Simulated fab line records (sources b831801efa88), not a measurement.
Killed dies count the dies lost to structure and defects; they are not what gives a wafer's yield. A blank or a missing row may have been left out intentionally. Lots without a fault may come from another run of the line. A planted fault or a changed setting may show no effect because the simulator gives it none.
Which tool is to blame? | flow gf180mcu | 24 lots with 72 wafers sampled at 6 steps, on a route of 602 steps

## WHAT THE GAUGES SHOWED, per wafer
GF_M4_OVL_MEAS_15. Usual: M4_OVL typically reads 2 nm, with standard deviation 5.2.
lot  | measured     | on         | M4_OVL (nm) | flag
L074 | day 23 07:11 | overlay-02 | 7 0 3       |
L075 | day 23 18:13 | overlay-01 | 7 4 7       |
L076 | day 23 19:47 | overlay-01 | 0 10 2      |
L077 | day 24 12:14 | overlay-01 | 3 4 5       |
L078 | day 24 22:19 | overlay-02 | 6 8 2       |
L079 | day 25 10:48 | overlay-02 | 8 5 -3      |
L080 | day 25 13:43 | overlay-02 | 1 6 3       |
L081 | day 25 20:24 | overlay-02 | 0 4 -2      |
L082 | day 26 07:08 | overlay-01 | 0 -7 -7     |
L083 | day 26 19:50 | overlay-02 | 7 9 4       |
L084 | day 26 21:49 | overlay-02 | 6 9 8       |
L085 | day 26 23:38 | overlay-01 | 1 0 1       |
L086 | day 27 12:06 | overlay-02 | -3 -1 -7    |
L087 | day 27 21:24 | overlay-02 | 6 11 8      |
L088 | day 28 00:34 | overlay-02 | 12 17 6     |
L089 | day 28 12:51 | overlay-01 | 5 -2 2      |
L090 | day 28 17:31 | overlay-01 | 7 0 6       |
L091 | day 28 22:50 | overlay-01 | 5 4 4       |
L092 | day 29 03:48 | overlay-02 | 3 2 11      |
L093 | day 29 11:22 | overlay-02 | -4 4 0      |
L094 | day 29 15:31 | overlay-01 | -2 -13 -6   |
L095 | day 30 01:41 | overlay-01 | -3 -1 -2    |
L096 | day 30 06:18 | overlay-02 | -2 2 -3     |
L097 | day 30 12:19 | overlay-02 | 1 0 0       |

GF_V5_THK_MEAS_01. Usual: V5_CVD_00_THK typically reads 298.4 nm, with standard deviation 2.9.
lot  | measured     | on            | V5_CVD_00_THK (nm) | flag
L074 | day 26 05:32 | film metro-02 | 292.3 294.1 296.8  |
L075 | day 26 15:08 | film metro-01 | 294.9 296.6 301.0  |
L076 | day 26 16:31 | film metro-01 | 300.0 298.8 297.2  |
L077 | day 27 07:31 | film metro-01 | 298.6 298.8 298.9  |
L078 | day 27 18:01 | film metro-02 | 295.8 295.8 294.6  |
L079 | day 28 05:31 | film metro-04 | 297.6 296.0 296.6  |
L080 | day 28 07:41 | film metro-02 | 297.4 304.7 298.9  |
L081 | day 28 14:00 | film metro-04 | 296.9 296.2 292.0  |
L082 | day 28 23:17 | film metro-01 | 299.0 301.3 301.8  |
L083 | day 29 11:14 | film metro-02 | 296.8 295.7 299.6  |
L084 | day 29 13:19 | film metro-02 | 298.0 297.9 298.0  |
L085 | day 29 14:53 | film metro-02 | 299.4 299.1 298.7  |
L086 | day 30 03:17 | film metro-02 | 301.7 303.1 303.5  |
L087 | day 30 09:34 | film metro-01 | 295.0 296.4 300.3  |
L088 | day 30 14:34 | film metro-04 | 302.4 304.1 301.2  |
L089 | day 31 21:03 | film metro-01 | 296.2 299.3 298.7  |
L090 | day 31 05:06 | film metro-01 | 299.4 303.6 300.4  |
L091 | day 31 10:10 | film metro-02 | 296.4 303.1 302.9  |
L092 | day 31 15:28 | film metro-01 | 302.8 300.3 300.0  |
L093 | day 31 21:18 | film metro-01 | 298.9 297.2 294.8  |
L094 | day 32 01:53 | film metro-01 | 301.4 303.3 299.2  |
L095 | day 32 11:28 | film metro-01 | 295.4 297.3 295.8  |
L096 | day 32 15:01 | film metro-01 | 297.4 297.1 297.8  |
L097 | day 32 20:05 | film metro-02 | 296.6 293.7 295.3  |

## TOOL THAT RAN EACH LOT (tool first, then ch and the chambers of the sampled wafers, then the start)
lot  | GF_SAB_STRIP_13                      | GF_CONTACT_SPUTTER_22        | GF_V3_CVD_23                  | GF_MIM_SPUTTER_01
L074 | plasma asher-02 ch 0,1, day 15 01:49 | pvd sputter-01, day 16 00:18 | cvd w-02 ch 0,1, day 22 07:06 | pvd sputter-04, day 24 08:26
L075 | plasma asher-02 ch 0,1, day 15 09:40 | pvd sputter-01, day 16 09:09 | cvd w-02 ch 0,1, day 22 19:02 | pvd sputter-04, day 24 19:28
L076 | plasma asher-02 ch 0,1, day 15 12:49 | pvd sputter-03, day 16 12:29 | cvd w-01 ch 0,1, day 22 20:28 | pvd sputter-02, day 24 20:32
L077 | plasma asher-04 ch 0, day 16 06:16   | pvd sputter-03, day 17 07:03 | cvd w-02 ch 0,1, day 23 13:19 | pvd sputter-04, day 25 12:58
L078 | plasma asher-04 ch 0,1, day 16 15:14 | pvd sputter-04, day 17 16:13 | cvd w-02 ch 0,1, day 23 23:12 | pvd sputter-04, day 25 23:11
L079 | plasma asher-04 ch 0,1, day 17 04:38 | pvd sputter-04, day 18 06:07 | cvd w-01 ch 0,1, day 24 12:50 | pvd sputter-02, day 26 11:17
L080 | plasma asher-02 ch 0,1, day 17 08:05 | pvd sputter-01, day 18 08:57 | cvd w-01 ch 0,1, day 24 15:34 | pvd sputter-04, day 26 14:41
L081 | plasma asher-04 ch 0,1, day 17 13:47 | pvd sputter-03, day 18 15:27 | cvd w-01 ch 0,1, day 24 22:13 | pvd sputter-04, day 26 19:56
L082 | plasma asher-01 ch 0,1, day 18 03:14 | pvd sputter-01, day 19 06:03 | cvd w-01 ch 0,1, day 25 09:18 | pvd sputter-04, day 27 06:29
L083 | plasma asher-01 ch 0,1, day 18 16:08 | pvd sputter-04, day 19 18:10 | cvd w-02 ch 0,1, day 25 21:30 | pvd sputter-01, day 27 19:08
L084 | plasma asher-04 ch 0,1, day 18 19:30 | pvd sputter-01, day 19 21:37 | cvd w-02 ch 0,1, day 26 00:25 | pvd sputter-04, day 27 21:07
L085 | plasma asher-01 ch 0,1, day 18 23:58 | pvd sputter-04, day 20 01:42 | cvd w-02 ch 0,1, day 26 02:41 | pvd sputter-04, day 27 23:04
L086 | plasma asher-02 ch 0,1, day 19 12:14 | pvd sputter-01, day 20 14:12 | cvd w-01 ch 0,1, day 26 14:41 | pvd sputter-02, day 28 11:05
L087 | plasma asher-01 ch 0,1, day 19 21:37 | pvd sputter-01, day 21 00:07 | cvd w-02 ch 0,1, day 26 23:29 | pvd sputter-04, day 28 19:44
L088 | plasma asher-02 ch 0,1, day 20 03:47 | pvd sputter-01, day 21 05:48 | cvd w-01 ch 0,1, day 27 03:57 | pvd sputter-01, day 28 23:34
L089 | plasma asher-02 ch 0,1, day 20 18:12 | pvd sputter-01, day 21 19:55 | cvd w-02 ch 0,1, day 27 15:52 | pvd sputter-04, day 30 08:09
L090 | plasma asher-04 ch 0,1, day 20 23:31 | pvd sputter-03, day 22 01:00 | cvd w-02 ch 0,1, day 27 21:00 | pvd sputter-04, day 29 15:14
L091 | plasma asher-01 ch 0,1, day 21 05:44 | pvd sputter-04, day 22 07:18 | cvd w-02 ch 0, day 28 02:05   | pvd sputter-01, day 29 20:53
L092 | plasma asher-04 ch 0,1, day 21 12:17 | pvd sputter-03, day 22 13:57 | cvd w-01 ch 0,1, day 28 07:54 | pvd sputter-01, day 30 02:36
L093 | plasma asher-04 ch 0,1, day 21 21:53 | pvd sputter-01, day 22 23:04 | cvd w-01 ch 0,1, day 28 15:17 | pvd sputter-04, day 30 08:46
L094 | plasma asher-04 ch 0,1, day 22 02:28 | pvd sputter-03, day 23 04:12 | cvd w-02 ch 0,1, day 28 19:50 | pvd sputter-01, day 30 13:19
L095 | plasma asher-02 ch 0,1, day 22 15:08 | pvd sputter-01, day 23 15:43 | cvd w-02 ch 0,1, day 29 06:19 | pvd sputter-04, day 30 22:39
L096 | plasma asher-02 ch 0,1, day 22 20:08 | pvd sputter-04, day 23 21:28 | cvd w-01 ch 0,1, day 29 11:20 | pvd sputter-01, day 31 03:41
L097 | plasma asher-02 ch 0,1, day 23 06:28 | pvd sputter-03, day 24 07:01 | cvd w-01 ch 0,1, day 29 17:29 | pvd sputter-04, day 31 09:14
- GF_SAB_STRIP_13: strips in O2/N2.
- GF_CONTACT_SPUTTER_22: material Ti, target thk 15 nm, time 80.02 s.
- GF_V3_CVD_23: deposits W, target thk 350 nm, time 104.9 s.
- GF_MIM_SPUTTER_01: material TiN, target thk 30 nm, time 25 s.

## WHAT THE TOOLS THEMSELVES READ (means of the sampled wafers that have a number; where no wafer has one, the mark that the record gives instead)
GF_SAB_STRIP_13. Usual: drypump motor current A 5.7 A, standard deviation 0.31; heater power w 330 W, standard deviation 20; oes product au 0.709 a.u., standard deviation 0.0048; platen temp c 249.99 C, standard deviation 0.19; strip time to endpoint s 12.61 s, standard deviation 0.041.
lot  | tool            | drypump motor current A (A) | heater power w (W) | oes product au (a.u.) | platen temp c (C) | strip time to endpoint s (s) | flag
L074 | plasma asher-02 | 5.7                         | 331                | 0.709                 | 249.97            | 12.60                        |
L075 | plasma asher-02 | 5.7                         | 328                | 0.707                 | 249.90            | 12.60                        |
L076 | plasma asher-02 | 5.9                         | 317                | 0.715                 | 249.97            | 12.61                        |
L077 | plasma asher-04 | 6.0                         | 343                | 0.714                 | 250.28            | 12.57                        |
L078 | plasma asher-04 | 5.8                         | 332                | 0.709                 | 249.86            | 12.63                        |
L079 | plasma asher-04 | 5.7                         | 331                | 0.708                 | 250.08            | 12.57                        |
L080 | plasma asher-02 | 5.7                         | 331                | 0.708                 | 249.96            | 12.60                        |
L081 | plasma asher-04 | 5.7                         | 335                | 0.711                 | 250.10            | 12.60                        |
L082 | plasma asher-01 | 5.9                         | 352                | 0.709                 | 250.07            | 12.52                        |
L083 | plasma asher-01 | 5.9                         | 354                | 0.712                 | 249.91            | 12.60                        |
L084 | plasma asher-04 | 5.7                         | 327                | 0.709                 | 249.86            | 12.59                        |
L085 | plasma asher-01 | 5.9                         | 352                | 0.708                 | 250.02            | 12.58                        |
L086 | plasma asher-02 | 5.9                         | 318                | 0.708                 | 250.15            | 12.66                        |
L087 | plasma asher-01 | 5.9                         | 351                | 0.709                 | 250.25            | 12.67                        |
L088 | plasma asher-02 | 5.7                         | 328                | 0.709                 | 250.09            | 12.62                        |
L089 | plasma asher-02 | 5.7                         | 334                | 0.712                 | 250.01            | 12.65                        |
L090 | plasma asher-04 | 5.7                         | 334                | 0.716                 | 250.01            | 12.59                        |
L091 | plasma asher-01 | 5.8                         | 328                | 0.710                 | 250.00            | 12.56                        |
L092 | plasma asher-04 | 5.7                         | 329                | 0.710                 | 249.85            | 12.64                        |
L093 | plasma asher-04 | 5.5                         | 327                | 0.710                 | 249.81            | 12.64                        |
L094 | plasma asher-04 | 5.7                         | 337                | 0.713                 | 249.92            | 12.67                        |
L095 | plasma asher-02 | 5.9                         | 321                | 0.707                 | 250.04            | 12.62                        |
L096 | plasma asher-02 | 5.9                         | 323                | 0.714                 | 249.98            | 12.65                        |
L097 | plasma asher-02 | 5.9                         | 321                | 0.709                 | 249.84            | 12.66                        |

GF_CONTACT_SPUTTER_22. Usual: 29.7 % for throttle valve pct, sd 0.89.
lot  | tool           | throttle valve pct (%) | flag
L074 | pvd sputter-01 | 31.0                   |
L075 | pvd sputter-01 | 30.5                   |
L076 | pvd sputter-03 | 29.3                   |
L077 | pvd sputter-03 | 29.8                   |
L078 | pvd sputter-04 | 28.9                   |
L079 | pvd sputter-04 | 29.0                   |
L080 | pvd sputter-01 | 30.0                   |
L081 | pvd sputter-03 | 29.1                   |
L082 | pvd sputter-01 | 30.0                   |
L083 | pvd sputter-04 | 28.9                   |
L084 | pvd sputter-01 | 30.3                   |
L085 | pvd sputter-04 | 28.3                   |
L086 | pvd sputter-01 | 29.9                   |
L087 | pvd sputter-01 | 30.7                   |
L088 | pvd sputter-01 | 30.6                   |
L089 | pvd sputter-01 | 29.9                   |
L090 | pvd sputter-03 | 29.8                   |
L091 | pvd sputter-04 | 29.0                   |
L092 | pvd sputter-03 | 30.1                   |
L093 | pvd sputter-01 | 30.1                   |
L094 | pvd sputter-03 | 29.6                   |
L095 | pvd sputter-01 | 30.7                   |
L096 | pvd sputter-04 | 29.4                   |
L097 | pvd sputter-03 | 29.4                   |

GF_V3_CVD_23. Usual: 849 W for heater power w, sd 34.
lot  | tool     | heater power w (W) | flag
L074 | cvd w-02 | 868                |
L075 | cvd w-02 | 828                |
L076 | cvd w-01 | 849                |
L077 | cvd w-02 | 844                |
L078 | cvd w-02 | 862                |
L079 | cvd w-01 | 832                |
L080 | cvd w-01 | 844                |
L081 | cvd w-01 | 852                |
L082 | cvd w-01 | 843                |
L083 | cvd w-02 | 823                |
L084 | cvd w-02 | 865                |
L085 | cvd w-02 | 838                |
L086 | cvd w-01 | 843                |
L087 | cvd w-02 | 833                |
L088 | cvd w-01 | 859                |
L089 | cvd w-02 | 863                |
L090 | cvd w-02 | 849                |
L091 | cvd w-02 | 892                |
L092 | cvd w-01 | 841                |
L093 | cvd w-01 | 857                |
L094 | cvd w-02 | 882                |
L095 | cvd w-02 | 841                |
L096 | cvd w-01 | 851                |
L097 | cvd w-01 | 856                |

GF_MIM_SPUTTER_01. Usual: 29.4 % for throttle valve pct, sd 0.99.
lot  | tool           | throttle valve pct (%) | flag
L074 | pvd sputter-04 | 29.5                   |
L075 | pvd sputter-04 | 28.6                   |
L076 | pvd sputter-02 | 28.8                   |
L077 | pvd sputter-04 | 29.3                   |
L078 | pvd sputter-04 | 29.6                   |
L079 | pvd sputter-02 | 30.2                   |
L080 | pvd sputter-04 | 29.1                   |
L081 | pvd sputter-04 | 29.5                   |
L082 | pvd sputter-04 | 29.1                   |
L083 | pvd sputter-01 | 29.8                   |
L084 | pvd sputter-04 | 28.6                   |
L085 | pvd sputter-04 | 29.1                   |
L086 | pvd sputter-02 | 28.8                   |
L087 | pvd sputter-04 | 29.2                   |
L088 | pvd sputter-01 | 30.1                   |
L089 | pvd sputter-04 | 29.3                   |
L090 | pvd sputter-04 | 29.0                   |
L091 | pvd sputter-01 | 30.1                   |
L092 | pvd sputter-01 | 30.1                   |
L093 | pvd sputter-04 | 29.3                   |
L094 | pvd sputter-01 | 30.1                   |
L095 | pvd sputter-04 | 29.2                   |
L096 | pvd sputter-01 | 30.7                   |
L097 | pvd sputter-04 | 29.4                   |

## THE ANSWER, worked out from the rows above alone
Rule: take the mean of a lot's wafers that have a number; if it is more than 3 standard deviations from the usual mean, the lot is off. Also off: a lot with no number at a reading for which 4 or more lots have one. All remaining lots with rows at the step are treated as sound. First the gauges in route order, then the tools' own readings, where a lot's mean is used as printed above. At the first step where some lot is off, the reading lying furthest off is the one used; lots without a number count as furthest.
None of the lots is off at any reading shown; this tells nothing.

## WHAT THE SIMULATOR HAD INSERTED
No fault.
